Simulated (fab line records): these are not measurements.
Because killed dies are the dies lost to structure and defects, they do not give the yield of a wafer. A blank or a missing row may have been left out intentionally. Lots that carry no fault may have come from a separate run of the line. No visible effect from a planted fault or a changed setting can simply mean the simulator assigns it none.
Struck lot and sound lot, side by side -- flow sky130 -- 43 steps out of a route of 708
Sound: these wafers, L219.1, L219.4, L219.6. Wafers struck: L232.1, L232.2, L232.5. Last of all comes the cause.
Each step with rows lists, per side, the tool, then ch with its chambers, then its first start. Under that, the readings that differ: sound wafers -- struck wafers -- difference of the means -- sigmas: that difference in standard deviations of wafers without a fault.
alike: readings with means less than 2 such deviations apart, plus words and numbers identical on both sides. not compared: withheld readings, readings lacking a value on some wafer, bounds such as >300 that could conceal the same value, and numbers that have no deviation in the record and whose values overlap.
Wherever a step has rows on one side only, a row that says differs or no value, or a row with sigmas, the two part there. Numbers that have no deviation but don't overlap get no sigmas and don't part them. Lack of a reading on every wafer of one side parts them only where that side has two or more wafers.

first, 3 steps without rows for these wafers: SKY_FIELD_ISO_CLEAN_20 (cleans in dHF, time 20 s); SKY_FIELD_ISO_WET_ETCH_21 (etches SiO2 in dHF, target depth 20 nm, time 400 s); SKY_FIELD_ISO_OXIDATION_22 (stabilise 600 s, purge 300 s, target thk 10 nm).
SKY_FIELD_ISO_THK_MEAS_23:
  sound on film-metro-03 at day 3 08:59; struck on film-metro-03 at day 6 03:38
  alike: FIELD_ISO_OXIDATION_01_THK
then, 1 step without rows for these wafers: SKY_FIELD_ISO_CVD_24 (deposits SiO2, target thk 595 nm, time 99.2 s).
SKY_FIELD_ISO_THK_MEAS_25:
  sound on film-metro-04 at day 3 09:07; struck on film-metro-02 at day 6 03:46
  alike: FIELD_ISO_CVD_24_THK
then, 1 step without rows for these wafers: SKY_FIELD_ISO_ANNEAL_26 (time 1800 s).
SKY_FIELD_ISO_CMP_27: polishes, stops on Si3N4, t overpolish 16 s, target thk 457.8 nm.
  sound on cmp-02 ch 0,1,2, day 3 11:50; struck on cmp-01 ch 0,1,2, day 6 05:22
  alike: edge-zone-pressure-frac, motor-current-A, overpolish-run-s, time-to-endpoint-s
then, 4 steps without rows for these wafers: SKY_FIELD_ISO_WET_ETCH_28 (etches SiO2 in dHF, target depth 23.7 nm, time 48.49 s); SKY_FIELD_ISO_WET_ETCH_29 (etches Si3N4 in H3PO4, target depth 160 nm, time 1825 s); SKY_FIELD_ISO_WET_ETCH_30 (etches SiO2 in dHF, target depth 25 nm, time 50 s); SKY_NWELL_CLEAN_00 (cleans in SC1/SC2, time 150 s).
SKY_NWELL_OXIDATION_01: stabilise 600 s, purge 300 s, target thk 10 nm.
  sound on furnace-02 ch 0, day 3 17:10; struck on furnace-02 ch 0, day 6 07:50
SKY_NWELL_THK_MEAS_02:
  sound on film-metro-02 at day 3 18:34; struck on film-metro-02 at day 6 09:14
  alike: NWELL_OXIDATION_THK
then, 8 steps without rows for these wafers: SKY_DNWELL_DEHYDRATE_00 (time 60 s); SKY_DNWELL_HMDS_01 (prime time 60 s); SKY_DNWELL_COAT_02 (resist thk 3000 nm); SKY_DNWELL_SOFTBAKE_03; SKY_DNWELL_EXPOSE_04 (exposes mask DNM, target cd 3000 nm); SKY_DNWELL_PEB_05; SKY_DNWELL_DEVELOP_06 (develop time 60 s); SKY_DNWELL_IMPLANT_07.
SKY_DNWELL_STRIP_08: strips in O2/N2.
  sound on plasma-asher-02 ch 0,1, day 4 11:01; struck on plasma-asher-04 ch 0,1, day 7 04:53
  alike: drypump-motor-current-A, oes-product-au, strip-time-to-endpoint-s
  not compared: rf-hours-counter-h
SKY_DNWELL_TW_MEAS_09:
  sound on film-metro-03 at day 4 11:07; struck on film-metro-03 at day 7 04:59
  alike: DNWELL_TW
then, 7 steps without rows for these wafers: SKY_PWDE_DEHYDRATE_00 (time 60 s); SKY_PWDE_HMDS_01 (prime time 60 s); SKY_PWDE_COAT_02 (resist thk 3000 nm); SKY_PWDE_SOFTBAKE_03; SKY_PWDE_EXPOSE_04 (exposes mask PWDEM, target cd 840 nm); SKY_PWDE_PEB_05; SKY_PWDE_DEVELOP_06 (develop time 60 s).
SKY_PWDE_OVL_MEAS_07:
  sound on overlay-02 at day 5 04:55; struck on overlay-02 at day 8 00:28
  alike: PWDE_OVL
then, 1 step without rows for these wafers: SKY_PWDE_IMPLANT_08.
SKY_PWDE_STRIP_09: strips in O2/N2.
  sound on plasma-asher-01 ch 0,1, day 5 05:06; struck on plasma-asher-03 ch 0,1, day 8 00:39
  alike: drypump-motor-current-A, oes-product-au, strip-time-to-endpoint-s
  not compared: rf-hours-counter-h
SKY_PWDE_TW_MEAS_10:
  sound on film-metro-01 at day 5 05:12; struck on film-metro-01 at day 8 00:45
  alike: PWDE_TW
then, 7 steps without rows for these wafers: SKY_NWELL_DEHYDRATE_03 (time 60 s); SKY_NWELL_HMDS_04 (prime time 60 s); SKY_NWELL_COAT_05 (resist thk 3000 nm); SKY_NWELL_SOFTBAKE_06; SKY_NWELL_EXPOSE_07 (exposes mask NWM, target cd 840 nm); SKY_NWELL_PEB_08; SKY_NWELL_DEVELOP_09 (develop time 60 s).
-- the record jumps here: 42 days lie between the struck wafers' starts before and after (it left off in module NWELL and takes up again in module PAD_OPEN, whose first step shown is number 708 of the route) --
SKY_PAD_OPEN_PROBE_99:
  sound on prober-02 at day 47 12:13; struck on prober-01 at day 49 22:32
reading,sound,struck,difference,sigmas
killed-at-front-end,23 17 9,113 103 93,+87,+20
killed-dies,94 97 88,169 162 160,+71,+7
killed-on-rim,14 21 13,33 29 32,+15,+4
  alike: killed_at_M0_to_M3, killed_at_M4_up, killed-at-contacts, killed-at-other, killed-open, killed-short

== WHERE THEY PART ==
SKY_PAD_OPEN_PROBE_99 only, going by this record.

WHY: the cause the simulator had injected
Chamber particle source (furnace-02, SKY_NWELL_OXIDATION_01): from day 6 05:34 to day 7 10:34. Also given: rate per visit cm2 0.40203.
